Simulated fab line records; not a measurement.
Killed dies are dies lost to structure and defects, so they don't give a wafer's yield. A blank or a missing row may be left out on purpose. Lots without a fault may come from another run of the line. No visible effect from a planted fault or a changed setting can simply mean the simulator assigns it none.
Which of the tools did it? / flow sky130 / Sampling: 15 lots, 45 wafers, 2 of 708 route steps

== WHAT THE GAUGES READ, wafer by wafer ==
SKY_VIA1_THK_MEAS_01. Usual: VIA1_HDPCVD_THK gives 1030 nm (standard deviation 8.8).
lot=L418; measured=day 32 20:41; on=film metro-04; VIA1_HDPCVD_THK (nm)=1043 1033 1031; flag=
lot=L419; measured=day 33 12:08; on=film metro-04; VIA1_HDPCVD_THK (nm)=1020 1049 1028; flag=
lot=L421; measured=day 34 02:59; on=film metro-02; VIA1_HDPCVD_THK (nm)=1035 1025 1029; flag=
lot=L420; measured=day 34 08:25; on=film metro-04; VIA1_HDPCVD_THK (nm)=1031 1031 1031; flag=
lot=L425; measured=day 35 02:29; on=film metro-01; VIA1_HDPCVD_THK (nm)=1044 1045 1046; flag=
lot=L424; measured=day 35 04:21; on=film metro-01; VIA1_HDPCVD_THK (nm)=2058 2062 2084; flag=OFF
lot=L426; measured=day 35 17:31; on=film metro-02; VIA1_HDPCVD_THK (nm)=2046 2073 2062; flag=OFF
lot=L427; measured=day 36 01:23; on=film metro-01; VIA1_HDPCVD_THK (nm)=2010 2047 2047; flag=OFF
lot=L428; measured=day 36 12:58; on=film metro-04; VIA1_HDPCVD_THK (nm)=1035 1030 1024; flag=
lot=L434; measured=day 38 00:20; on=film metro-02; VIA1_HDPCVD_THK (nm)=1027 1025 1034; flag=
lot=L433; measured=day 38 04:20; on=film metro-02; VIA1_HDPCVD_THK (nm)=1023 1037 1021; flag=
lot=L436; measured=day 38 19:52; on=film metro-01; VIA1_HDPCVD_THK (nm)=1038 1021 1036; flag=
lot=L439; measured=day 39 10:11; on=film metro-01; VIA1_HDPCVD_THK (nm)=1032 1049 1038; flag=
lot=L438; measured=day 39 11:41; on=film metro-02; VIA1_HDPCVD_THK (nm)=1037 1031 1043; flag=
lot=L440; measured=day 39 21:37; on=film metro-04; VIA1_HDPCVD_THK (nm)=1022 1028 1017; flag=

== WHICH TOOL RAN EACH LOT (tool, then ch and the chambers of the sampled wafers, then the start) ==
lot=L418; SKY_VIA1_HDPCVD_00=hdpcvd-02 ch 0,1, day 32 20:33
lot=L419; SKY_VIA1_HDPCVD_00=hdpcvd-02 ch 0,2, day 33 12:01
lot=L421; SKY_VIA1_HDPCVD_00=hdpcvd-01 ch 0,1, day 34 02:52
lot=L420; SKY_VIA1_HDPCVD_00=hdpcvd-01 ch 0,1,2, day 34 08:17
lot=L425; SKY_VIA1_HDPCVD_00=hdpcvd-01 ch 1,2, day 35 02:21
lot=L424; SKY_VIA1_HDPCVD_00=hdpcvd-02 ch 0,1,2, day 35 03:57
lot=L426; SKY_VIA1_HDPCVD_00=hdpcvd-02 ch 0,1,2, day 35 17:08
lot=L427; SKY_VIA1_HDPCVD_00=hdpcvd-02 ch 1,2, day 36 00:59
lot=L428; SKY_VIA1_HDPCVD_00=hdpcvd-02 ch 0,1,2, day 36 12:52
lot=L434; SKY_VIA1_HDPCVD_00=hdpcvd-01 ch 0,1, day 38 00:13
lot=L433; SKY_VIA1_HDPCVD_00=hdpcvd-01 ch 0,2, day 38 04:13
lot=L436; SKY_VIA1_HDPCVD_00=hdpcvd-01 ch 1,2, day 38 19:44
lot=L439; SKY_VIA1_HDPCVD_00=hdpcvd-01 ch 1,2, day 39 10:04
lot=L438; SKY_VIA1_HDPCVD_00=hdpcvd-02 ch 0,1, day 39 11:35
lot=L440; SKY_VIA1_HDPCVD_00=hdpcvd-01 ch 0,1, day 39 21:29
- SKY_VIA1_HDPCVD_00: deposits SiO2, target thk 1030 nm, time 171.7 s.

== WHAT THE TOOLS THEMSELVES READ (means of the sampled wafers that have a number; where no wafer has one, the mark that the record gives instead) ==
The record holds no such reading with a usual standard deviation.

== THE ANSWER, worked out from the rows above alone ==
Rule: a lot counts as off when the mean over its wafers that have a number is more than 3 standard deviations away from the usual mean. Also off: a lot with no number at a reading for which 4 or more lots have one. Any other lot the step has rows for is counted as sound. The gauges are gone through in route order, then the tools' own readings, and for those a lot's mean is taken as printed above. The first step at which some lot is off is used, and at that step the reading that is off furthest; a lot without a number counts as furthest.
Off: at SKY_VIA1_THK_MEAS_01 (VIA1_HDPCVD_THK), L424, L426, L427.
A tool fits if, at a process step before that reading, it ran every lot that is off, and no sound lot after the first of them. The gauges at SKY_VIA1_THK_MEAS_01 are tried like those tools. None of those tried fits.

== WHAT WAS PUT IN BY THE SIMULATOR ==
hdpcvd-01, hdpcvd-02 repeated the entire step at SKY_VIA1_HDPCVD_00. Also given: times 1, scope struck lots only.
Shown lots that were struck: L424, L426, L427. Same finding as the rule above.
